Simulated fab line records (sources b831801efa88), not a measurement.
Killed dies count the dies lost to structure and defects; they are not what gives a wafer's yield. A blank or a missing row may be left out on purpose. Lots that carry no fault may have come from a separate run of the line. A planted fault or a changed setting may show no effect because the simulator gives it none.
Shared-tool check | flow sky130 | Lots sampled 11, wafers sampled 39

## WHY IT WAS OPENED
At SKY_PWDE_TW_MEAS_10 the reading PWDE_TW is flagged on 2 of 11 lots. Wafers without a fault read 375, standard deviation 3.7.
Rule: a lot gets a flag if all its wafers with a number sit over 4 standard deviations from that mean, or if no wafer of it has a number. As for the other lots, they are considered sound.

lot  | measured    | on            | PWDE_TW, wafer by wafer | flag
L642 | day 4 03:25 | film_metro-02 | 378 376 378             |
L645 | day 4 20:19 | film_metro-02 | 378 378 377             |
L648 | day 5 10:06 | film_metro-04 | 374 375 375             |
L649 | day 5 23:15 | film_metro-01 | 370 370 369             |
L652 | day 6 15:18 | film_metro-01 | 370 368 369             |
L654 | day 6 22:48 | film_metro-02 | 379 379 380             |
L655 | day 7 03:37 | film_metro-02 | 379 379 380             |
L656 | day 7 08:03 | film_metro-01 | 370 369 369             |
L660 | day 8 08:06 | film_metro-04 | 401 401 400 401 402 401 | FLAGGED
L663 | day 9 00:21 | film_metro-01 | 392 393 390 392 390 392 | FLAGGED
L664 | day 9 05:21 | film_metro-02 | 376 376 378             |
The mean of the flagged lots' numbers is 396, +21 from the usual (+6 standard deviations).

## TOOL THAT RAN EACH LOT
Before the reading, the record contains 2 process steps out of a 708-step route. Read each cell as the tool, then ch plus the chambers that the sampled wafers visited, then the start.
lot  | flag    | SKY_PWDE_IMPLANT_08            | SKY_PWDE_STRIP_09
L642 |         | implanter-03 ch 0, day 4 03:10 | plasma_asher-03 ch 0,1, day 4 03:19
L645 |         | implanter-01 ch 0, day 4 20:04 | plasma_asher-01 ch 0,1, day 4 20:13
L648 |         | implanter-01 ch 0, day 5 09:51 | plasma_asher-01 ch 0,1, day 5 10:00
L649 |         | implanter-03 ch 0, day 5 23:00 | plasma_asher-03 ch 0,1, day 5 23:09
L652 |         | implanter-01 ch 0, day 6 15:03 | plasma_asher-01 ch 0,1, day 6 15:12
L654 |         | implanter-04 ch 0, day 6 22:33 | plasma_asher-03 ch 0,1, day 6 22:42
L655 |         | implanter-01 ch 0, day 7 03:24 | plasma_asher-03 ch 0,1, day 7 03:32
L656 |         | implanter-01 ch 0, day 7 07:50 | plasma_asher-03 ch 0,1, day 7 07:58
L660 | FLAGGED | implanter-01 ch 0, day 8 07:51 | plasma_asher-03 ch 0,1, day 8 08:00
L663 | FLAGGED | implanter-01 ch 0, day 9 00:06 | plasma_asher-03 ch 0,1, day 9 00:15
L664 |         | implanter-03 ch 0, day 9 05:06 | plasma_asher-02 ch 0, day 9 05:15
What the steps here do:
- SKY_PWDE_IMPLANT_08
- SKY_PWDE_STRIP_09: strips in O2/N2.
- SKY_PWDE_TW_MEAS_10

## FLAGGED OVER TOTAL, TOOL BY TOOL (the gauges that took the reading come last)
step                | tool            | lots run | flagged | share of the flagged lots | sound lots run after its first flagged lot
SKY_PWDE_IMPLANT_08 | implanter-01    | 7        | 2       | all                       | 0
SKY_PWDE_IMPLANT_08 | implanter-03    | 3        | 0       | none                      | -
SKY_PWDE_IMPLANT_08 | implanter-04    | 1        | 0       | none                      | -
SKY_PWDE_STRIP_09   | plasma_asher-01 | 3        | 0       | none                      | -
SKY_PWDE_STRIP_09   | plasma_asher-02 | 1        | 0       | none                      | -
SKY_PWDE_STRIP_09   | plasma_asher-03 | 7        | 2       | all                       | 0
SKY_PWDE_TW_MEAS_10 | film_metro-01   | 4        | 1       | some                      | 0
SKY_PWDE_TW_MEAS_10 | film_metro-02   | 5        | 0       | none                      | -
SKY_PWDE_TW_MEAS_10 | film_metro-04   | 2        | 1       | some                      | 0

## WHAT IS ALLOWED BY THE TABLE
Rows of the table that ran all the flagged lots, 2 in number: implanter-01 at SKY_PWDE_IMPLANT_08; plasma_asher-03 at SKY_PWDE_STRIP_09.
- implanter-01 at SKY_PWDE_IMPLANT_08: 2 of its 7 lots flagged. Its last sound lot is L656 (day 7 07:50), its first flagged lot L660 (day 8 07:51): a fault that began between those two fits. Its own readings (dose_ions_cm2, faraday_current_uA) fall more than 4 standard deviations out on all wafers of the flagged lots.
- plasma_asher-03 at SKY_PWDE_STRIP_09: 2 of its 7 lots flagged. Its last sound lot is L656 (day 7 07:58), its first flagged lot L660 (day 8 08:00): a fault that began between those two fits.
Counting lots can't tell these 2 tools apart, because each fits a fault that began at some hour. More lots, or a look at what each step does to the wafer, might.

## WHAT THE SIMULATOR HAD PUT IN
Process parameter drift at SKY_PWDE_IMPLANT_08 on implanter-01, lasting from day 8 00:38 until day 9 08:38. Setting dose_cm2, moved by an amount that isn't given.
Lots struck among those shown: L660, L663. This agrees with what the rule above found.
